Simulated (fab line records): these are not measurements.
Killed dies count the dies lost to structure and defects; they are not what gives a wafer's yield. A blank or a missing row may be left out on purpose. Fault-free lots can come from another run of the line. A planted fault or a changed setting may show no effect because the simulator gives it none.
Which of the tools did it? | flow sky130 | Sampling: 13 lots, 39 wafers, 5 of 708 route steps

WHAT EACH GAUGE READ, for each wafer
The record holds no reading of a measuring or inspecting step that can be judged against a usual standard deviation.

EACH LOT AND THE TOOL THAT RAN IT (in order: tool; ch and the chambers of the sampled wafers; start)
lot  | SKY_GATE_OXIDE_WET_ETCH_12      | SKY_VIA4_CVD_18               | SKY_VIA4_CMP_21               | SKY_PASSIVATION_STRIP_12             | SKY_PAD_OPEN_PROBE_99
L610 | wet-bench-03 ch 1, day 14 04:20 | cvd-w-02 ch 0,1, day 43 03:26 | cmp-01 ch 0,2,3, day 43 03:52 | plasma-asher-04 ch 0,1, day 45 02:10 | -
L611 | wet-bench-04 ch 0, day 14 19:01 | cvd-w-01 ch 0,1, day 43 13:55 | cmp-02 ch 0,1,2, day 43 14:15 | plasma-asher-03 ch 0,1, day 45 11:29 | -
L612 | wet-bench-04 ch 1, day 15 08:50 | cvd-w-02 ch 0,1, day 44 02:10 | cmp-01 ch 0,1,2, day 44 02:32 | plasma-asher-03 ch 1, day 45 23:23   | -
L613 | wet-bench-03 ch 3, day 15 15:17 | cvd-w-01 ch 0,1, day 44 04:46 | cmp-01 ch 0,1,3, day 44 05:11 | plasma-asher-01 ch 0,1, day 46 01:55 | prober-01, day 47 00:50
L614 | wet-bench-04 ch 2, day 15 15:35 | cvd-w-02 ch 0,1, day 44 05:20 | cmp-02 ch 0,1,2, day 44 05:49 | plasma-asher-04 ch 0,1, day 46 02:19 | prober-02, day 47 02:14
L617 | wet-bench-04 ch 3, day 17 07:14 | cvd-w-01 ch 0,1, day 45 13:58 | cmp-02 ch 0,3, day 45 14:15   | plasma-asher-03 ch 0,1, day 47 07:51 | -
L620 | wet-bench-01 ch 0, day 17 21:55 | cvd-w-02 ch 0,1, day 46 02:50 | cmp-02 ch 0,1,3, day 46 03:17 | plasma-asher-01 ch 0, day 47 21:43   | prober-02, day 48 18:39
L622 | wet-bench-03 ch 2, day 18 04:28 | cvd-w-02 ch 0,1, day 46 07:10 | cmp-02 ch 0,2,3, day 46 07:52 | plasma-asher-04 ch 0,1, day 48 02:11 | -
L621 | wet-bench-04 ch 3, day 18 08:34 | cvd-w-02 ch 0,1, day 46 08:28 | cmp-01 ch 0,1,2, day 46 08:59 | plasma-asher-01 ch 0,1, day 48 03:14 | -
L624 | wet-bench-03 ch 0, day 18 23:52 | cvd-w-02 ch 0,1, day 46 14:40 | cmp-02 ch 0,2,3, day 46 15:05 | plasma-asher-03 ch 0, day 48 08:52   | prober-02, day 49 05:59
L625 | wet-bench-03 ch 1, day 19 06:59 | cvd-w-01 ch 0,1, day 46 23:44 | cmp-01 ch 1,3, day 47 00:15   | plasma-asher-01 ch 0,1, day 48 16:04 | prober-01, day 49 12:12
L626 | wet-bench-03 ch 1, day 19 11:59 | cvd-w-01 ch 0,1, day 47 00:05 | cmp-01 ch 0,2,3, day 47 00:51 | plasma-asher-01 ch 0,1, day 48 16:58 | prober-02, day 49 13:29
L630 | wet-bench-04 ch 2, day 20 19:50 | cvd-w-02 ch 0,1, day 47 23:02 | cmp-02 ch 0,1,3, day 47 23:25 | plasma-asher-04 ch 0,1, day 49 13:44 | prober-01, day 50 09:23
- SKY_GATE_OXIDE_WET_ETCH_12: etches SiO2 in dHF, target depth 16.8 nm, time 336 s.
- SKY_VIA4_CVD_18: deposits W, target thk 505 nm, time 152.14 s.
- SKY_VIA4_CMP_21: polishes, stops on SiO2, t overpolish 25 s, target thk 0 nm.
- SKY_PASSIVATION_STRIP_12: strips in O2/N2.
- SKY_PAD_OPEN_PROBE_99

WHAT THE TOOLS THEMSELVES READ (means of the sampled wafers that have a number; where no wafer has one, the mark that the record gives instead)
SKY_VIA4_CVD_18. Usual: heater-power-w reads 837 W (standard deviation 64).
lot  | tool     | heater-power-w (W) | flag
L610 | cvd-w-02 | 887                |
L611 | cvd-w-01 | 799                |
L612 | cvd-w-02 | 838                |
L613 | cvd-w-01 | 827                |
L614 | cvd-w-02 | 864                |
L617 | cvd-w-01 | 818                |
L620 | cvd-w-02 | 879                |
L622 | cvd-w-02 | 825                |
L621 | cvd-w-02 | 825                |
L624 | cvd-w-02 | 887                |
L625 | cvd-w-01 | 833                |
L626 | cvd-w-01 | 820                |
L630 | cvd-w-02 | 891                |

SKY_VIA4_CMP_21. Usual: motor-current-A 11.0 A, standard deviation 0.93; overpolish-run-s 25.000 s, standard deviation 0.0099; time-to-endpoint-s 121 s, standard deviation 6.1.
lot  | tool   | motor-current-A (A) | overpolish-run-s (s) | time-to-endpoint-s (s) | flag
L610 | cmp-01 | 10.8                | 24.999               | 127                    |
L611 | cmp-02 | 10.2                | 24.999               | 123                    |
L612 | cmp-01 | 11.1                | 25.001               | 122                    |
L613 | cmp-01 | 11.8                | 25.000               | 125                    |
L614 | cmp-02 | 10.6                | 25.005               | 114                    |
L617 | cmp-02 | 11.0                | 25.004               | 113                    |
L620 | cmp-02 | 10.8                | 25.004               | 116                    |
L622 | cmp-02 | 10.7                | 25.001               | 113                    |
L621 | cmp-01 | 11.2                | 25.006               | 125                    |
L624 | cmp-02 | 10.9                | 24.992               | 110                    |
L625 | cmp-01 | 12.1                | 25.004               | 121                    |
L626 | cmp-01 | 11.0                | 25.011               | 125                    |
L630 | cmp-02 | 10.3                | 25.002               | 121                    |

SKY_PASSIVATION_STRIP_12. Usual: chamber-pressure-mTorr 1500.1 mTorr, standard deviation 1.3; drypump-motor-current-A 5.9 A, standard deviation 0.38; n2-flow-sccm 299.8 sccm, standard deviation 0.86; oes-product-au 0.661 a.u., standard deviation 0.0049; strip-time-to-endpoint-s 31.49 s, standard deviation 0.14.
lot  | tool            | chamber-pressure-mTorr (mTorr) | drypump-motor-current-A (A) | n2-flow-sccm (sccm) | oes-product-au (a.u.) | strip-time-to-endpoint-s (s) | flag
L610 | plasma-asher-04 | 1499.5                         | 5.8                         | 299.1               | 0.660                 | 31.36                        |
L611 | plasma-asher-03 | 1501.5                         | 6.2                         | 300.5               | 0.657                 | 31.53                        |
L612 | plasma-asher-03 | 1501.9                         | 6.1                         | 299.3               | 0.657                 | 31.49                        |
L613 | plasma-asher-01 | 1500.9                         | 6.0                         | 299.4               | 0.660                 | 31.41                        |
L614 | plasma-asher-04 | 1500.4                         | 5.8                         | 300.3               | 0.661                 | 31.29                        |
L617 | plasma-asher-03 | 1499.9                         | 6.3                         | 299.0               | 0.661                 | 31.60                        |
L620 | plasma-asher-01 | 1499.7                         | 5.5                         | 300.2               | 0.661                 | 31.54                        |
L622 | plasma-asher-04 | 1500.5                         | 5.8                         | 299.6               | 0.660                 | 31.49                        |
L621 | plasma-asher-01 | 1501.2                         | 5.8                         | 300.4               | 0.660                 | 31.61                        |
L624 | plasma-asher-03 | 1501.1                         | 6.4                         | 299.5               | 0.660                 | 31.36                        |
L625 | plasma-asher-01 | 1500.2                         | 5.7                         | 301.0               | 0.663                 | 31.67                        |
L626 | plasma-asher-01 | 1499.6                         | 5.7                         | 299.7               | 0.659                 | 31.60                        |
L630 | plasma-asher-04 | 1499.2                         | 5.8                         | 299.4               | 0.659                 | 31.46                        |

SKY_PAD_OPEN_PROBE_99. Usual: killed_at_M0_to_M3 44, standard deviation 6.8; killed_at_M4_up 3.1, standard deviation 1.8; killed-at-contacts 25, standard deviation 5.2; killed-at-front-end 15, standard deviation 4.1; killed-at-other 0.3, standard deviation 0.62; killed-dies 88, standard deviation 9.4; killed-on-rim 17, standard deviation 3.7; killed-open 48, standard deviation 7.1; killed-short 40, standard deviation 6.1.
lot  | tool      | killed_at_M0_to_M3 | killed_at_M4_up | killed-at-contacts | killed-at-front-end | killed-at-other | killed-dies | killed-on-rim | killed-open | killed-short | flag
L613 | prober-01 | 38                 | 3.7             | 23                 | 13                  | 0.0             | 79          | 16            | 44          | 35           |
L614 | prober-02 | 40                 | 5.0             | 22                 | 10                  | 0.3             | 77          | 17            | 38          | 39           |
L620 | prober-02 | 41                 | 1.7             | 21                 | 13                  | 0.0             | 76          | 15            | 42          | 34           |
L624 | prober-02 | 41                 | 2.7             | 24                 | 12                  | 0.7             | 81          | 16            | 44          | 36           |
L625 | prober-01 | 48                 | 4.7             | 23                 | 19                  | 0.0             | 95          | 18            | 51          | 42           |
L626 | prober-02 | 35                 | 3.0             | 24                 | 58                  | 0.0             | 120         | 21            | 45          | 36           | OFF
L630 | prober-01 | 44                 | 4.0             | 20                 | 18                  | 0.0             | 86          | 16            | 52          | 34           |

THE ANSWER, worked out from the rows above alone
Rule: take the mean of a lot's wafers that have a number; if it is more than 3 standard deviations from the usual mean, the lot is off. Also off: a lot with no number at a reading for which 4 or more lots have one. All remaining lots with rows at the step are treated as sound. First the gauges in route order, then the tools' own readings, where a lot's mean is used as printed above. At the first step where some lot is off, the reading lying furthest off is the one used; lots without a number count as furthest.
Off: L626, at SKY_PAD_OPEN_PROBE_99 (killed-at-front-end). Neither off nor sound, because the step has no rows for them: L610, L611, L612, L617, L622, L621.
If a tool, at that step or one of the process steps before it, ran each lot that is off and ran no sound lot following the first of them, it fits. Can't be told from this: 5 tools fit, wet-bench-03 at SKY_GATE_OXIDE_WET_ETCH_12, cvd-w-01 at SKY_VIA4_CVD_18, cmp-01 at SKY_VIA4_CMP_21, plasma-asher-01 at SKY_PASSIVATION_STRIP_12, prober-02 at SKY_PAD_OPEN_PROBE_99.

WHAT HAD BEEN PUT IN BY THE SIMULATOR
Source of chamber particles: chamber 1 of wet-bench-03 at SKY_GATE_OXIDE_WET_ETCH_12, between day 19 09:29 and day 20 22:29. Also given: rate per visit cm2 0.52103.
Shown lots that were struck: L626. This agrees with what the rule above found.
